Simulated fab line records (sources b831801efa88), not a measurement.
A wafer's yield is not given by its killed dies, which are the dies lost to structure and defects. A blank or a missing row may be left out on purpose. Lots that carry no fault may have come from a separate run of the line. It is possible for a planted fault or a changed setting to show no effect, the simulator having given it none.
Comparing a struck lot with a sound one :: flow gf180mcu :: 28 out of 602 route steps
Sound: these wafers, L181.3, L181.4, L181.5. Struck: wafers L189.1, L189.6 (left out: L189.4, a lot-mate that was not struck); the cause follows at the end.
For every step that has rows: the tool of each side, followed by ch and its chambers, followed by its first start. Under that, the readings that differ: sound wafers :: struck wafers :: difference of the means :: sigmas: that difference in standard deviations of wafers without a fault.
alike: a reading whose means differ by less than 2 such deviations, as well as words and numbers matching on both sides. not compared: withheld readings; readings where some wafer has no value; bounds like >300 that might hide an equal value; numbers whose values overlap and for which the record gives no deviation.
Wherever a step has rows on one side only, a row that says differs or no value, or a row with sigmas, the two part there. Numbers that don't overlap but have no deviation are shown without sigmas and don't part them. Lack of a reading on every wafer of one side parts them only where that side has two or more wafers.

first, 8 steps without rows for these wafers: GF_M3_PEB_12 (peb time 90 s); GF_M3_DEVELOP_13 (develop time 60 s); GF_M3_METAL_ETCH_16 (etches the open film in Cl2/BCl3, stops on SiO2, target depth 750.8 nm, time 125.1 s); GF_M3_STRIP_17 (strips in O2/N2); GF_M3_STRIP_18 (strips in post etch residue remover, time 1200 s); GF_M3_CLEAN_19 (cleans in DIW); GF_V3_CVD_00 (deposits SiO2, target thk 600 nm, time 100 s); GF_V3_CVD_02 (deposits SiO2 from TEOS, target thk 850 nm, time 94.851 s).
GF_V3_CMP_04: polishes SiO2.
  sound on cmp-01 ch 2,3, day 24 11:07; struck on cmp-01 ch 1, day 26 23:37
reading: time to endpoint s (s)
sound: 74 82 78
struck: 55 58
difference: -22
sigmas: -5

reading: model.SiO2_of_V3_CVD_02.thk nm (nm)
sound: 632.4 630.8 631
struck: 696.5 695.7
difference: +64.7
sigmas: 
  alike: head pressure psi, motor current A
GF_V3_BOW_MEAS_05:
  sound: film metro-04 at day 24 11:28; struck: film metro-02 at day 27 00:11
reading: V3_BOW (um)
sound: 110 110 109
struck: - -
difference: no value on the struck wafers
sigmas: 
  not compared: hold
then, 8 steps without rows for these wafers: GF_V3_HMDS_07 (prime time 60 s); GF_V3_COAT_08; GF_V3_COAT_09 (resist thk 1000 nm); GF_V3_SOFTBAKE_10 (time 60 s); GF_V3_EXPOSE_11 (exposes mask Via3, target cd 260 nm); GF_V3_PEB_12 (peb time 90 s); GF_V3_DEVELOP_13 (develop time 60 s); GF_V3_ETCH_16 (etches BARC in N2/H2).
GF_V3_ETCH_17: etches SiO2 in C4F8/O2/Ar, stops on TiN, target depth 635 nm.
  sound on rie diel-03 ch 0,2,3; struck on rie diel-04 ch 0,3
reading: oes product au (a.u.)
sound: 0.853 0.857 0.858
struck: 0.918 0.902
difference: +0.054
sigmas: +12

reading: model.etch.depth nm (nm)
sound: 632.4 630.8 631
struck: 696.5 695.7
difference: +64.7
sigmas: 

reading: model.V3.feature depth nm (nm)
sound: 632.4 630.8 631
struck: 696.5 695.7
difference: +64.7
sigmas: 
  alike: chamber pressure mTorr
then, 6 steps without rows for these wafers: GF_V3_STRIP_18 (strips in O2/N2); GF_V3_STRIP_19 (strips in post etch residue remover, time 1200 s); GF_V3_CLEAN_20 (cleans in DIW); GF_V3_SPUTTER_21 (material Ti, target thk 15 nm, time 80.02 s); GF_V3_SPUTTER_22 (material TiN, target thk 10 nm, time 40 s); GF_V3_CVD_23 (deposits W, target thk 350 nm, time 104.9 s).
GF_V3_CMP_26: polishes, stops on SiO2, t overpolish 15 s, target thk 0 nm.
  sound on cmp-02 ch 0,2, day 25 09:38; struck on cmp-02 ch 1, day 27 21:20
reading: head pressure psi (psi)
sound: 3.497 3.503 3.502
struck: 3.484 3.486
difference: -0.016
sigmas: -2

reading: model.SiO2_of_V3_CVD_02.thk nm (nm)
sound: 628.6 627 627.3
struck: 692.8 691.9
difference: +64.7
sigmas: 
  alike: motor current A
then, 1 step without rows for these wafers: GF_M4_SPUTTER_00 (material Ti, target thk 37.5 nm, time 150 s).
GF_PASSIVATION_PROBE_99:
  sound wafers here have rows in the record (prober-02, day 31 11:19); struck ones have none

WHERE THEY PART
Last at GF_PASSIVATION_PROBE_99 as far as this record goes, first at GF_V3_CMP_04.

WHY: what had been put in by the simulator
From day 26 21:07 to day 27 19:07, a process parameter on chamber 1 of cmp-01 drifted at GF_V3_CMP_04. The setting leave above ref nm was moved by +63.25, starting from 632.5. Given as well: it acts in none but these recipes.
